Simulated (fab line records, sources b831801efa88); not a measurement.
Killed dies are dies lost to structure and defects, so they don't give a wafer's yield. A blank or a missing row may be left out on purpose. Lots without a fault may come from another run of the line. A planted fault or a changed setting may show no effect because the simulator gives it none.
fab line records | flow gf180mcu
record lots=5 wafers=15 last_day=34
route steps=602 shown V3@438 M4@456
lots that met no fault: from a run of the same line without faults
start_h: hours from the record's first day to the start of the lot's first wafer shown | wait_h: hours since the lot's step before | " the same as in the row above | L1.1+2: a row that stands for several wafers | - no value, or no start given | * or withheld: withheld | < > ~ a bound
route shown NAME@n: a module of which the file shows steps, and the number in the route of the first | usual: mean/standard deviation of fault-free wafers | same: alike in all rows | chamber/n: place in a boat | sites: the reading at each site | _std_site: their standard deviation | _edge_site: outer sites' mean less inner sites' | radius_mm: how far each site lies from the wafer's centre | mask NAME#n: copy n | behind: the tool/chamber that last shaped the wafer | hold: why the lot was held/for how many hours/how that ended | device: the transistor (n, p or np) that didn't switch | end of line: the same wafers' tests at the end of the route | a step without rows: its recipe alone | killed: dies lost to structure and defects at the first sort, not the wafer's yield | map: a wafer's dies, x killed, . not, _ none there
set.NAME: the setting as run; set.NAME@STEP: as run at that earlier step | model.NAME: the simulator's own value behind a step, which no gauge read
lots at some steps of the route; a table a step, a row a wafer
services: from which hour (start_h, from the record's first day; less than 0 if before it) a tool's chamber was out of use, for how many hours, and why
## steps
# step GF_V3_COAT_09
# recipe resist=KrF spin_rpm=withheld resist_thk_nm=1000
# columns lot.wafer tool chamber start_h wait_h
L077.2+3+4 litho_track-04 0 - -
L079.2+3+5 litho_track-04 0 - -
L084.3+5+6 litho_track-03 0 - -
L090.1+2+3 litho_track-03 0 - -
L097.1+2+3 litho_track-04 0 - -
# step GF_V3_SOFTBAKE_10
# recipe temp_c=130 time_s=60 resist=KrF
# usual plate_temp_C=129.99/0.13
# same time_s=60
# columns lot.wafer tool chamber start_h wait_h plate_temp_C
L077.2 litho_track-04 0 - - 130.05
L077.3 " 0 " " 129.94
L077.4 " 0 " " 129.94
L079.2 litho_track-04 0 - - 129.89
L079.3 " 0 " " 129.84
L079.5 " 0 " " 130.17
L084.3 litho_track-03 0 - - 130.09
L084.5 " 0 " " 129.98
L084.6 " 0 " " 129.98
L090.1 litho_track-03 0 - - 129.99
L090.2 " 0 " " 130.04
L090.3 " 0 " " 130.15
L097.1 litho_track-04 0 - - 129.88
L097.2 " 0 " " 130.10
L097.3 " 0 " " 129.72
# step GF_V3_EXPOSE_11
# recipe mask_id=Via3 target_cd_nm=260 na=0.68 source_shape=conventional sigma_outer=0.6 dose_mj=38
# same na=0.68
# columns lot.wafer tool chamber start_h wait_h mask
L077.2+3+4 krf_scanner-02 0 - - Via3#0
L079.2+3+5 krf_scanner-01 0 - - Via3#0
L084.3+5+6 krf_scanner-01 0 - - Via3#0
L090.1+2+3 krf_scanner-01 0 - - Via3#0
L097.1+2+3 krf_scanner-01 0 - - Via3#0
# step GF_V3_PEB_12
# recipe peb_temp_c=135 peb_time_s=90 resist=KrF
# usual plate_temp_C=134.98/0.14
# same peb_time_s=90
# columns lot.wafer tool chamber start_h wait_h plate_temp_C
L077.2 litho_track-03 0 - - 134.85
L077.3 " 0 " " 135.07
L077.4 " 0 " " 134.78
L079.2 litho_track-02 0 - - 134.87
L079.3 " 0 " " 134.90
L079.5 " 0 " " 135.15
L084.3 litho_track-02 0 - - 134.82
L084.5 " 0 " " 135.29
L084.6 " 0 " " 134.96
L090.1 litho_track-02 0 - - 135.11
L090.2 " 0 " " 134.96
L090.3 " 0 " " 134.90
L097.1 litho_track-03 0 - - 134.77
L097.2 " 0 " " 134.75
L097.3 " 0 " " 134.97
# step GF_V3_DEVELOP_13
# recipe develop_time_s=60 resist=KrF dev_temp_c=21
# columns lot.wafer tool chamber start_h wait_h
L077.2+3+4 litho_track-03 0 555.22 0.2
L079.2+3+5 litho_track-02 0 561.60 0.2
L084.3+5+6 litho_track-02 0 599.88 0.1
L090.1+2+3 litho_track-02 0 646.53 0.2
L097.1+2+3 litho_track-03 0 676.55 0.2
# step GF_V3_CD_MEAS_14
# recipe target_cd_nm=260
# usual cd_nm=260.0/1.3
# columns lot.wafer tool chamber start_h wait_h cd_nm
L077.2 cd_sem-01 - 555.37 0.1 262.9
L077.3 " - " " 260.9
L077.4 " - " " 260.9
L079.2 cd_sem-01 - 561.75 0.1 257.1
L079.3 " - " " 257.1
L079.5 " - " " 258.4
L084.3 cd_sem-02 - 600.02 0.1 257.9
L084.5 " - " " 258.4
L084.6 " - " " 258.5
L090.1 cd_sem-02 - 646.68 0.1 260.5
L090.2 " - " " 259.1
L090.3 " - " " 259.3
L097.1 cd_sem-01 - 676.70 0.1 260.8
L097.2 " - " " 260.3
L097.3 " - " " 261.3
# step GF_V3_OVL_MEAS_15
# usual V3_OVL=1/6.1
# columns lot.wafer tool chamber start_h wait_h V3_OVL[nm]
L077.2 overlay-01 - 555.47 0.1 0
L077.3 " - " " 3
L077.4 " - " " -4
L079.2 overlay-02 - 561.85 0.1 2
L079.3 " - " " -2
L079.5 " - " " 2
L084.3 overlay-02 - 600.11 0.1 5
L084.5 " - " " 5
L084.6 " - " " 8
L090.1 overlay-01 - 646.80 0.1 6
L090.2 " - " " 9
L090.3 " - " " 4
L097.1 overlay-02 - 676.82 0.1 1
L097.2 " - " " 2
L097.3 " - " " -2
# step GF_V3_ETCH_16
# recipe chemistry=N2/H2 target_depth_a=withheld overetch_a=withheld time_s=withheld target=BARC ion_energy_ev=200 source_w=500 bias_w=100 pressure_mtorr=30 n2_flow_sccm=100 h2_flow_sccm=200
# usual drypump_motor_current_A=5.6/0.41 n2_flow_sccm=100.0/0.31 oes_product_au=0.854/0.0047 rf_fwd_power_W=494.7/2.1 throttle_valve_pct=13.225/0.0086
# columns lot.wafer tool chamber start_h wait_h drypump_motor_current_A n2_flow_sccm oes_product_au rf_fwd_power_W throttle_valve_pct
L077.2 rie_diel-04 1 555.50 0.0 5.8 100.2 0.850 495.0 13.223
L077.3 " 0 " " 5.9 99.5 0.858 496.6 13.228
L077.4 " 3 " " 5.3 100.0 0.858 492.0 13.221
L079.2 rie_diel-03 3 561.88 0.0 5.9 99.9 0.858 495.5 13.234
L079.3 " 2 " " 5.2 100.2 0.861 497.0 13.226
L079.5 " 1 " " 6.3 99.7 0.848 490.5 13.226
L084.3 rie_diel-04 3 600.13 0.0 5.3 100.4 0.856 493.2 13.217
L084.5 " 3 " " 5.3 99.9 0.859 492.4 13.220
L084.6 " 0 " " 5.9 100.2 0.853 494.5 13.212
L090.1 rie_diel-03 3 646.83 0.0 5.8 100.1 0.847 495.2 13.236
L090.2 " 0 " " 5.8 100.5 0.858 493.0 13.224
L090.3 " 2 " " 5.2 99.7 0.848 497.8 13.230
L097.1 rie_diel-03 3 676.85 0.0 5.9 99.9 0.853 495.0 13.234
L097.2 " 1 " " 6.4 99.9 0.864 496.3 13.226
L097.3 " 3 " " 5.9 100.3 0.865 496.5 13.213
# step GF_V3_ETCH_17
# recipe chemistry=C4F8/O2/Ar mask_material=KrF target=SiO2 stop_on=TiN source_w=1500 bias_w=1200 pressure_mtorr=40 c4f8_flow_sccm=withheld O2_flow_sccm=6 Ar_flow_sccm=300 time_s=withheld target_depth_a=6350
# usual oes_product_au=0.856/0.0051 rf_fwd_power_W=1492/5
# columns lot.wafer tool chamber start_h wait_h oes_product_au rf_fwd_power_W
L077.2 rie_diel-04 1 - - 0.850 1498
L077.3 " 0 " " 0.853 1483
L077.4 " 3 " " 0.861 1493
L079.2 rie_diel-03 3 - - 0.854 1496
L079.3 " 2 " " 0.849 1496
L079.5 " 1 " " 0.855 1493
L084.3 rie_diel-04 3 - - 0.853 1492
L084.5 " 3 " " 0.862 1486
L084.6 " 0 " " 0.866 1492
L090.1 rie_diel-03 3 - - 0.857 1492
L090.2 " 0 " " 0.857 1492
L090.3 " 2 " " 0.853 1501
L097.1 rie_diel-03 3 - - 0.868 1492
L097.2 " 1 " " 0.864 1500
L097.3 " 3 " " 0.856 1492
# step GF_V3_STRIP_18
# recipe chemistry=O2/N2 power_w=1400 pressure_mtorr=1500 platen_temp_c=250 o2_flow_sccm=3000 n2_flow_sccm=300 overash_fraction=0.5
# usual drypump_motor_current_A=5.5/0.32 heater_power_w=348/33 n2_flow_sccm=299.7/0.95 oes_product_au=0.593/0.0044
# columns lot.wafer tool chamber start_h wait_h drypump_motor_current_A heater_power_w n2_flow_sccm oes_product_au rf_hours_counter_h
L077.2 plasma_asher-02 0 555.63 - 5.2 338 300.2 0.591 45
L077.3 " 0 " " 5.2 323 300.1 0.593 -
L077.4 " 1 " " 5.4 351 299.5 0.593 -
L079.2 plasma_asher-02 0 562.01 - 5.1 329 298.5 0.596 45
L079.3 " 1 " " 5.4 364 299.6 0.592 -
L079.5 " 1 " " 5.4 350 299.9 0.592 -
L084.3 plasma_asher-03 1 600.29 - 5.6 406 299.8 0.594 -
L084.5 " 0 " " 6.4 394 298.8 0.592 -
L084.6 " 1 " " 5.5 398 301.9 0.595 -
L090.1 plasma_asher-03 1 646.96 - 5.6 396 299.0 0.593 20
L090.2 " 0 " " 6.4 389 301.1 0.594 20
L090.3 " 1 " " 5.6 399 298.9 0.597 -
L097.1 plasma_asher-02 1 677.05 - 5.4 354 299.4 0.602 58
L097.2 " 0 " " 5.1 329 299.7 0.598 58
L097.3 " 1 " " 5.4 359 299.2 0.590 -
# step GF_V3_STRIP_19
# recipe chemistry=post_etch_residue_remover time_s=1200 temp_c=72.5
# same time_s=1200
# columns lot.wafer tool chamber start_h wait_h
L077.2+3+4 wet_bench-02 2 555.73 0.1
L079.2+3+5 wet_bench-02 1 562.11 0.1
L084.3+5+6 wet_bench-03 1 600.36 0.0
L090.1+2+3 wet_bench-02 3 647.06 0.1
L097.1+2+3 wet_bench-01 3 677.15 0.1
# step GF_V3_CLEAN_20
# recipe chemistry=DIW dry=n2_spin
# columns lot.wafer tool chamber start_h wait_h
L077.2+3+4 wet_bench-01 3 556.07 0.0
L079.2+3+5 wet_bench-01 3 562.45 0.0
L084.3+5+6 wet_bench-02 3 600.73 0.0
L090.1+2+3 wet_bench-01 1 647.40 0.0
L097.1+2+3 wet_bench-01 3 677.49 0.0
# step GF_V3_SPUTTER_21
# recipe material=Ti target_thk_nm=15 chamber_pressure_pa=5 power_w=2500 substrate_temp_c=200 time_s=80.02
# usual throttle_valve_pct=29.5/0.82
# same time_s=80.02
# columns lot.wafer tool chamber start_h wait_h throttle_valve_pct
L077.2 pvd_sputter-03 - 556.17 0.0 29.0
L077.3 " - " " 29.1
L077.4 " - " " 28.9
L079.2 pvd_sputter-01 - 562.54 0.0 30.3
L079.3 " - " " 31.6
L079.5 " - " " 29.9
L084.3 pvd_sputter-03 - 600.84 0.0 30.0
L084.5 " - " " 30.0
L084.6 " - " " 28.6
L090.1 pvd_sputter-03 - 647.49 0.0 29.2
L090.2 " - " " 29.0
L090.3 " - " " 29.0
L097.1 pvd_sputter-01 - 677.58 0.0 30.3
L097.2 " - " " 28.9
L097.3 " - " " 31.6
# step GF_V3_SPUTTER_22
# recipe material=TiN target_thk_nm=10 chamber_pressure_pa=5 power_w=4000 time_s=40
# usual throttle_valve_pct=29.5/0.84
# same time_s=40
# columns lot.wafer tool chamber start_h wait_h throttle_valve_pct
L077.2 pvd_sputter-03 - 556.23 0.0 28.7
L077.3 " - " " 29.3
L077.4 " - " " 29.0
L079.2 pvd_sputter-01 - 562.61 0.0 30.2
L079.3 " - " " 31.5
L079.5 " - " " 30.0
L084.3 pvd_sputter-03 - 600.90 0.0 29.9
L084.5 " - " " 30.1
L084.6 " - " " 28.7
L090.1 pvd_sputter-03 - 647.55 0.0 29.3
L090.2 " - " " 28.9
L090.3 " - " " 29.1
L097.1 pvd_sputter-01 - 677.64 0.0 30.4
L097.2 " - " " 28.8
L097.3 " - " " 31.6
# step GF_V3_CVD_23
# recipe material=W target_thk_nm=350 time_s=104.9 temp_c=401.3 pressure_torr=40
# usual heater_power_w=917/110
# same time_s=104.9
# columns lot.wafer tool chamber start_h wait_h heater_power_w
L077.2 cvd_w-01 0 556.27 0.0 1025
L077.3 " 0 " " 1065
L077.4 " 1 " " 774
L079.2 cvd_w-01 1 562.64 0.0 770
L079.3 " 0 " " 1027
L079.5 " 0 " " 1018
L084.3 cvd_w-02 1 600.98 0.1 965
L084.5 " 1 " " 943
L084.6 " 0 " " 889
L090.1 cvd_w-01 1 647.59 0.0 780
L090.2 " 0 " " 1039
L090.3 " 1 " " 776
L097.1 cvd_w-02 1 677.68 0.0 982
L097.2 " 0 " " 916
L097.3 " 1 " " 950
# step GF_V3_RS_MEAS_24
# recipe thk_meas_gauge=four-point-probe reads=W_of_V3_CVD_23+TiN_of_V3_SPUTTER_22+Ti_of_V3_SPUTTER_21
# usual V3_W_RS=0.322/0.0043
# columns lot.wafer tool chamber start_h wait_h V3_W_RS[ohm/sq]
L077.2 film_metro-04 - 556.40 0.1 0.325
L077.3 " - " " 0.319
L077.4 " - " " 0.314
L079.2 film_metro-03 - 562.78 0.1 0.317
L079.3 " - " " 0.327
L079.5 " - " " 0.324
L084.3 film_metro-01 - 601.10 0.1 0.327
L084.5 " - " " 0.328
L084.6 " - " " 0.326
L090.1 film_metro-03 - 647.71 0.1 0.316
L090.2 " - " " 0.321
L090.3 " - " " 0.318
L097.1 film_metro-03 - 677.79 0.1 0.325
L097.2 " - " " 0.323
L097.3 " - " " 0.327
# step GF_V3_THK_MEAS_25
# recipe thk_meas_gauge=xrf reads=W_of_V3_CVD_23
# usual V3_W_THK=360/5.8
# columns lot.wafer tool chamber start_h wait_h V3_W_THK[nm]
L077.2 film_metro-04 - 556.51 0.1 355
L077.3 " - " " 359
L077.4 " - " " 367
L079.2 film_metro-03 - 562.89 0.1 364
L079.3 " - " " 350
L079.5 " - " " 357
L084.3 film_metro-01 - 601.20 0.1 350
L084.5 " - " " 350
L084.6 " - " " 353
L090.1 film_metro-03 - 647.83 0.1 372
L090.2 " - " " 365
L090.3 " - " " 369
L097.1 film_metro-03 - 677.91 0.1 356
L097.2 " - " " 357
L097.3 " - " " 354
# step GF_V3_CMP_26
# recipe stop_on=SiO2 down_force_psi=3.5 platen_rpm=60 t_overpolish_s=15 target_thk_nm=0 pad_velocity_m_s=0.94248
# usual motor_current_A=10.8/1.1 overpolish_run_s=14.999/0.0092 retaining_ring_pressure_frac=1.000/0.0043 slurry_filter_dp_kPa=13.48/0.14 time_to_endpoint_s=88/3.6
# columns lot.wafer tool chamber start_h wait_h motor_current_A overpolish_run_s retaining_ring_pressure_frac slurry_filter_dp_kPa time_to_endpoint_s
L077.3 cmp-02 1 556.74 0.2 10.0 15.000 0.996 13.47 87
L077.4 " 2 " " 12.8 15.000 1.001 13.32 89
L077.2 " 0 " " 11.5 14.985 0.998 13.37 87
L079.3 cmp-02 3 562.94 0.0 8.9 15.001 0.999 13.57 87
L079.2 " 1 " " 10.1 15.003 0.997 13.41 86
L079.5 " 0 " " 10.9 14.985 1.004 13.35 88
L084.3 cmp-01 2 601.24 0.0 12.1 14.995 1.004 13.32 88
L084.6 " 2 " " 12.0 15.003 1.007 13.75 85
L084.5 " 3 " " 11.0 14.974 0.993 13.74 89
L090.2 cmp-02 0 647.89 0.0 11.4 15.007 1.004 13.33 84
L090.3 " 1 " " 10.6 14.993 0.999 13.54 83
L090.1 " 3 " " 9.5 15.002 1.002 13.48 92
L097.1 cmp-01 2 677.97 0.1 12.0 15.006 1.002 13.65 89
L097.3 " 3 " " 10.9 14.995 0.997 13.29 88
L097.2 " 1 " " 11.0 15.010 0.995 13.72 83
# step GF_M4_SPUTTER_00
# recipe material=Ti target_thk_nm=37.5 arriving_ion_energy_ev=80 substrate_temp_c=200 chamber_pressure_pa=2 power_w=4000 time_s=150
# usual throttle_valve_pct=30.1/1.2
# same time_s=150
# columns lot.wafer tool chamber start_h wait_h throttle_valve_pct
L077.2 pvd_sputter-04 - 557.04 0.1 28.9
L077.3 " - " " 28.9
L077.4 " - " " 28.4
L079.2 pvd_sputter-02 - 563.24 0.1 30.6
L079.3 " - " " 32.4
L079.5 " - " " 30.6
L084.3 pvd_sputter-02 - 601.54 0.2 31.6
L084.5 " - " " 32.6
L084.6 " - " " 30.3
L090.1 pvd_sputter-04 - 648.19 0.1 29.8
L090.2 " - " " 28.4
L090.3 " - " " 28.9
L097.1 pvd_sputter-03 - 678.27 0.2 28.9
L097.2 " - " " 29.5
L097.3 " - " " 29.9
# step GF_M4_SPUTTER_01
# recipe material=TiN target_thk_nm=30 power_w=6500 time_s=25 chamber_pressure_pa=0.4
# usual throttle_valve_pct=30.1/1.2
# same time_s=25
# columns lot.wafer tool chamber start_h wait_h throttle_valve_pct
L077.2 pvd_sputter-04 - 557.14 0.1 29.0
L077.3 " - " " 28.8
L077.4 " - " " 28.3
L079.2 pvd_sputter-02 - 563.34 0.1 30.8
L079.3 " - " " 32.3
L079.5 " - " " 30.6
L084.3 pvd_sputter-02 - 601.64 0.1 31.3
L084.5 " - " " 32.6
L084.6 " - " " 30.6
L090.1 pvd_sputter-04 - 648.29 0.1 29.9
L090.2 " - " " 28.5
L090.3 " - " " 28.8
L097.1 pvd_sputter-03 - 678.37 0.1 28.9
L097.2 " - " " 29.6
L097.3 " - " " 30.1
# step GF_M4_SPUTTER_02
# recipe material=AlCu target_thk_nm=450 power_w=10600 time_s=23.9 chamber_pressure_pa=0.4
# usual throttle_valve_pct=30.1/1.2
# same time_s=23.9
# columns lot.wafer tool chamber start_h wait_h throttle_valve_pct
L077.2 pvd_sputter-04 - 557.17 0.0 28.8
L077.3 " - " " 29.0
L077.4 " - " " 28.4
L079.2 pvd_sputter-02 - 563.37 0.0 30.5
L079.3 " - " " 32.1
L079.5 " - " " 30.8
L084.3 pvd_sputter-02 - 601.67 0.0 31.7
L084.5 " - " " 32.2
L084.6 " - " " 30.5
L090.1 pvd_sputter-04 - 648.32 0.0 29.9
L090.2 " - " " 28.4
L090.3 " - " " 28.9
L097.1 pvd_sputter-03 - 678.40 0.0 28.7
L097.2 " - " " 29.8
L097.3 " - " " 29.9
# step GF_M4_SPUTTER_03
# recipe material=Ti target_thk_nm=10 substrate_temp_c=300 chamber_pressure_pa=0.3 power_w=3000 time_s=6.7
# usual throttle_valve_pct=30.1/1.2
# same time_s=6.7
# columns lot.wafer tool chamber start_h wait_h throttle_valve_pct
L077.2 pvd_sputter-04 - 557.20 0.0 28.7
L077.3 " - " " 28.9
L077.4 " - " " 28.4
L079.2 pvd_sputter-02 - 563.40 0.0 30.6
L079.3 " - " " 32.2
L079.5 " - " " 30.9
L084.3 pvd_sputter-02 - 601.70 0.0 31.9
L084.5 " - " " 32.4
L084.6 " - " " 30.5
L090.1 pvd_sputter-04 - 648.35 0.0 30.0
L090.2 " - " " 28.5
L090.3 " - " " 28.8
L097.1 pvd_sputter-03 - 678.43 0.0 29.0
L097.2 " - " " 29.6
L097.3 " - " " 30.2
# step GF_M4_SPUTTER_04
# recipe material=TiN target_thk_nm=50 power_w=6500 time_s=41.7 chamber_pressure_pa=0.4
# usual throttle_valve_pct=30.1/1.2
# same time_s=41.7
# columns lot.wafer tool chamber start_h wait_h throttle_valve_pct
L077.2 pvd_sputter-04 - 557.22 0.0 28.9
L077.3 " - " " 29.0
L077.4 " - " " 28.1
L079.2 pvd_sputter-02 - 563.42 0.0 30.5
L079.3 " - " " 32.6
L079.5 " - " " 30.4
L084.3 pvd_sputter-02 - 601.72 0.0 31.4
L084.5 " - " " 32.7
L084.6 " - " " 30.8
L090.1 pvd_sputter-04 - 648.37 0.0 29.9
L090.2 " - " " 28.3
L090.3 " - " " 28.9
L097.1 pvd_sputter-03 - 678.45 0.0 28.9
L097.2 " - " " 29.5
L097.3 " - " " 29.7
# step GF_M4_RS_MEAS_05
# recipe thk_meas_gauge=four-point-probe reads=TiN_of_M4_SPUTTER_04+Ti_of_M4_SPUTTER_03+AlCu_of_M4_SPUTTER_02+TiN_of_M4_SPUTTER_01+Ti_of_M4_SPUTTER_00
# usual M4_ALCU_RS=0.0697/0.0008
# columns lot.wafer tool chamber start_h wait_h M4_ALCU_RS[ohm/sq]
L077.2 film_metro-02 - 557.28 0.0 0.0697
L077.3 " - " " 0.0703
L077.4 " - " " 0.0696
L079.2 film_metro-03 - 563.48 0.0 0.0708
L079.3 " - " " 0.0698
L079.5 " - " " 0.0709
L084.3 film_metro-03 - 601.80 0.1 0.0694
L084.5 " - " " 0.0693
L084.6 " - " " 0.0703
L090.1 film_metro-01 - 648.41 0.0 0.0700
L090.2 " - " " 0.0684
L090.3 " - " " 0.0701
L097.1 film_metro-03 - 678.49 0.0 0.0686
L097.2 " - " " 0.0683
L097.3 " - " " 0.0680
# step GF_M4_THK_MEAS_06
# recipe thk_meas_gauge=xrf reads=AlCu_of_M4_SPUTTER_02
# usual M4_ALCU_THK=450/6.3
# columns lot.wafer tool chamber start_h wait_h M4_ALCU_THK[nm]
L077.2 film_metro-02 - 557.39 0.1 442
L077.3 " - " " 438
L077.4 " - " " 443
L079.2 film_metro-03 - 563.59 0.1 444
L079.3 " - " " 448
L079.5 " - " " 444
L084.3 film_metro-03 - 601.90 0.1 453
L084.5 " - " " 454
L084.6 " - " " 449
L090.1 film_metro-01 - 648.53 0.1 445
L090.2 " - " " 454
L090.3 " - " " 442
L097.1 film_metro-03 - 678.61 0.1 459
L097.2 " - " " 462
L097.3 " - " " 463
# step GF_M4_DEHYDRATE_07
# recipe temp_c=200 time_s=60
# usual plate_temp_C=200.01/0.17
# same time_s=60
# columns lot.wafer tool chamber start_h wait_h plate_temp_C
L077.2 litho_track-02 0 567.75 10.4 200.05
L077.3 " 0 " " 200.15
L077.4 " 0 " " 200.11
L079.2 litho_track-03 0 574.27 10.7 199.75
L079.3 " 0 " " 199.86
L079.5 " 0 " " 200.23
L084.3 litho_track-03 0 611.45 9.5 200.23
L084.5 " 0 " " 200.29
L084.6 " 0 " " 199.99
L090.1 litho_track-03 0 657.65 9.1 200.03
L090.2 " 0 " " 199.91
L090.3 " 0 " " 199.98
L097.1 litho_track-03 0 687.85 9.2 199.97
L097.2 " 0 " " 199.95
L097.3 " 0 " " 199.94
# step GF_M4_HMDS_08
# recipe prime_time_s=60 prime_temp_c=120
# usual prime_temp_c=120.03/0.12
# columns lot.wafer tool chamber start_h wait_h prime_temp_c
L077.2 litho_track-02 0 567.90 0.1 119.91
L077.3 " 0 " " 119.88
L077.4 " 0 " " 119.84
L079.2 litho_track-03 0 574.42 0.1 120.03
L079.3 " 0 " " 119.89
L079.5 " 0 " " 119.87
L084.3 litho_track-03 0 611.60 0.1 119.96
L084.5 " 0 " " 119.99
L084.6 " 0 " " 120.04
L090.1 litho_track-03 0 657.80 0.1 119.86
L090.2 " 0 " " 120.07
L090.3 " 0 " " 120.10
L097.1 litho_track-03 0 688.00 0.1 119.99
L097.2 " 0 " " 120.24
L097.3 " 0 " " 120.07
# step GF_M4_COAT_09
# recipe resist=KrF spin_rpm=withheld resist_thk_nm=1000
# columns lot.wafer tool chamber start_h wait_h
L077.2+3+4 litho_track-02 0 568.05 0.1
L079.2+3+5 litho_track-03 0 574.57 0.1
L084.3+5+6 litho_track-03 0 611.75 0.1
L090.1+2+3 litho_track-03 0 657.95 0.1
L097.1+2+3 litho_track-03 0 688.15 0.1
# step GF_M4_SOFTBAKE_10
# recipe temp_c=130 time_s=57.57 resist=KrF
# usual plate_temp_C=130.01/0.14
# same time_s=57.57
# columns lot.wafer tool chamber start_h wait_h plate_temp_C
L077.2 litho_track-02 0 568.20 0.1 130.35
L077.3 " 0 " " 130.27
L077.4 " 0 " " 130.31
L079.2 litho_track-03 0 574.72 0.1 129.90
L079.3 " 0 " " 129.98
L079.5 " 0 " " 130.25
L084.3 litho_track-03 0 611.90 0.1 129.98
L084.5 " 0 " " 130.11
L084.6 " 0 " " 130.16
L090.1 litho_track-03 0 658.10 0.1 129.97
L090.2 " 0 " " 129.77
L090.3 " 0 " " 129.86
L097.1 litho_track-03 0 688.30 0.1 130.03
L097.2 " 0 " " 129.87
L097.3 " 0 " " 129.86
# step GF_M4_EXPOSE_11
# recipe mask_id=Metal4 target_cd_nm=280 na=0.68 source_shape=conventional sigma_outer=0.6 dose_mj=28
# same na=0.68
# columns lot.wafer tool chamber start_h wait_h mask
L077.2+3+4 krf_scanner-02 0 - - Metal4#0
L079.2+3+5 krf_scanner-02 0 - - Metal4#0
L084.3+5+6 krf_scanner-01 0 - - Metal4#0
L090.1+2+3 krf_scanner-02 0 - - Metal4#0
L097.1+2+3 krf_scanner-01 0 - - Metal4#0
# step GF_M4_PEB_12
# recipe peb_temp_c=135 peb_time_s=90 resist=KrF
# usual plate_temp_C=135.03/0.13
# same peb_time_s=90
# columns lot.wafer tool chamber start_h wait_h plate_temp_C
L077.2 litho_track-03 0 - - 134.81
L077.3 " 0 " " 134.98
L077.4 " 0 " " 135.01
L079.2 litho_track-02 0 - - 135.00
L079.3 " 0 " " 135.10
L079.5 " 0 " " 135.09
L084.3 litho_track-03 0 - - 134.80
L084.5 " 0 " " 134.97
L084.6 " 0 " " 134.97
L090.1 litho_track-01 0 - - 134.88
L090.2 " 0 " " 134.65
L090.3 " 0 " " 134.79
L097.1 litho_track-01 0 - - 135.30
L097.2 " 0 " " 135.01
L097.3 " 0 " " 135.13
# step GF_M4_DEVELOP_13
# recipe develop_time_s=60 dev_temp_c=21
# columns lot.wafer tool chamber start_h wait_h
L077.2+3+4 litho_track-03 0 579.12 0.2
L079.2+3+5 litho_track-02 0 585.15 0.2
L084.3+5+6 litho_track-03 0 621.95 0.1
L090.1+2+3 litho_track-01 0 667.98 0.2
L097.1+2+3 litho_track-01 0 696.83 0.2
# step GF_M4_CD_MEAS_14
# recipe target_cd_nm=280
# usual cd_nm=280.0/1.1
# columns lot.wafer tool chamber start_h wait_h cd_nm
L077.2 cd_sem-02 - 579.27 0.1 280.8
L077.3 " - " " 281.4
L077.4 " - " " 278.8
L079.2 cd_sem-02 - 585.30 0.1 278.8
L079.3 " - " " 279.8
L079.5 " - " " 278.9
L084.3 cd_sem-01 - 622.09 0.1 279.3
L084.5 " - " " 279.3
L084.6 " - " " 280.0
L090.1 cd_sem-02 - 668.13 0.1 279.1
L090.2 " - " " 280.1
L090.3 " - " " 280.2
L097.1 cd_sem-01 - 696.98 0.1 280.0
L097.2 " - " " 279.6
L097.3 " - " " 280.6
# step GF_M4_OVL_MEAS_15
# usual M4_OVL=0/4.9
# columns lot.wafer tool chamber start_h wait_h M4_OVL[nm]
L077.2 overlay-02 - 579.37 0.1 -3
L077.3 " - " " 2
L077.4 " - " " 0
L079.2 overlay-01 - 585.40 0.1 -2
L079.3 " - " " 8
L079.5 " - " " 2
L084.3 overlay-01 - 622.18 0.1 -6
L084.5 " - " " 1
L084.6 " - " " -1
L090.1 overlay-02 - 668.25 0.1 1
L090.2 " - " " 0
L090.3 " - " " -7
L097.1 overlay-01 - 697.10 0.1 -6
L097.2 " - " " -1
L097.3 " - " " -4
# step GF_M4_METAL_ETCH_16
# recipe chemistry=Cl2/BCl3 mask_material=KrF target_depth_nm=750.8 stop_on=SiO2 pressure_mtorr=8 icp_w=800 bias_w=140 Cl2_flow_sccm=80 bcl3_flow_sccm=40 time_s=125.1
# usual drypump_motor_current_A=5.71/0.24 mfc_cl2_sccm=80.04/0.24 oes_product_au=0.987/0.008 rf_fwd_power_W=796.6/2.3 throttle_valve_pct=28.234/0.012
# same time_s=125.1
# columns lot.wafer tool chamber start_h wait_h drypump_motor_current_A mfc_cl2_sccm oes_product_au rf_fwd_power_W rf_hours_counter_h throttle_valve_pct
L077.2 rie_metal-04 0 579.40 0.0 5.99 79.81 0.992 800.6 6 28.234
L077.3 " 0 " " 5.96 79.59 0.993 800.8 - 28.221
L077.4 " 1 " " 5.80 80.00 0.979 796.8 - 28.229
L079.2 rie_metal-01 1 585.43 0.0 5.84 79.74 0.977 799.1 11 28.243
L079.3 " 0 " " 5.49 80.15 0.997 793.9 - 28.223
L079.5 " 0 " " 5.50 79.82 0.992 797.5 - 28.232
L084.3 rie_metal-02 0 622.25 0.1 5.37 80.20 0.989 796.3 - 28.233
L084.5 " 1 " " 5.40 80.47 0.998 798.4 - 28.227
L084.6 " 0 " " 5.34 79.87 0.985 797.2 - 28.235
L090.1 rie_metal-04 0 668.28 0.0 6.00 80.35 0.995 796.7 9 28.218
L090.2 " 1 " " 5.86 80.08 0.986 795.8 6 28.243
L090.3 " 1 " " 5.83 80.04 0.980 799.5 - 28.240
L097.1 rie_metal-04 1 697.13 0.0 5.82 80.04 0.971 793.1 7 28.274
L097.2 " 0 " " 5.98 80.17 0.983 795.9 10 28.223
L097.3 " 1 " " 5.80 80.11 0.970 794.0 - 28.248
## services
# columns tool chamber start_h hours kind
rie_diel-04 1 522.06 4.9 repair
rie_diel-03 0 525.50 6.2 repair
krf_scanner-01 - 538.54 1.0 pm
krf_scanner-01 - 539.54 1.3 pm
pvd_sputter-02 - 553.70 1.5 repair
krf_scanner-01 - 576.66 4.0 pm
krf_scanner-02 - 582.58 1.0 pm
krf_scanner-01 - 595.82 0.8 pm
rie_diel-04 2 599.67 4.3 repair
krf_scanner-02 - 602.34 1.3 pm
rie_diel-03 - 611.68 1.2 repair
krf_scanner-02 - 612.14 0.8 pm
krf_scanner-01 - 619.31 0.5 repair
rie_diel-03 - 624.23 0.2 repair
krf_scanner-01 - 647.83 0.2 repair
krf_scanner-01 - 662.43 3.6 pm
wet_bench-01 - 662.72 1.9 pm
pvd_sputter-02 - 663.04 15.7 repair
rie_diel-03 2 663.32 70.2 repair
wet_bench-02 - 670.05 42.5 repair
rie_diel-03 0 674.54 35.4 repair
pvd_sputter-04 - 675.04 2.7 repair
rie_diel-04 0 677.95 3.0 repair
pvd_sputter-04 - 691.29 7.7 repair
## key
fault none
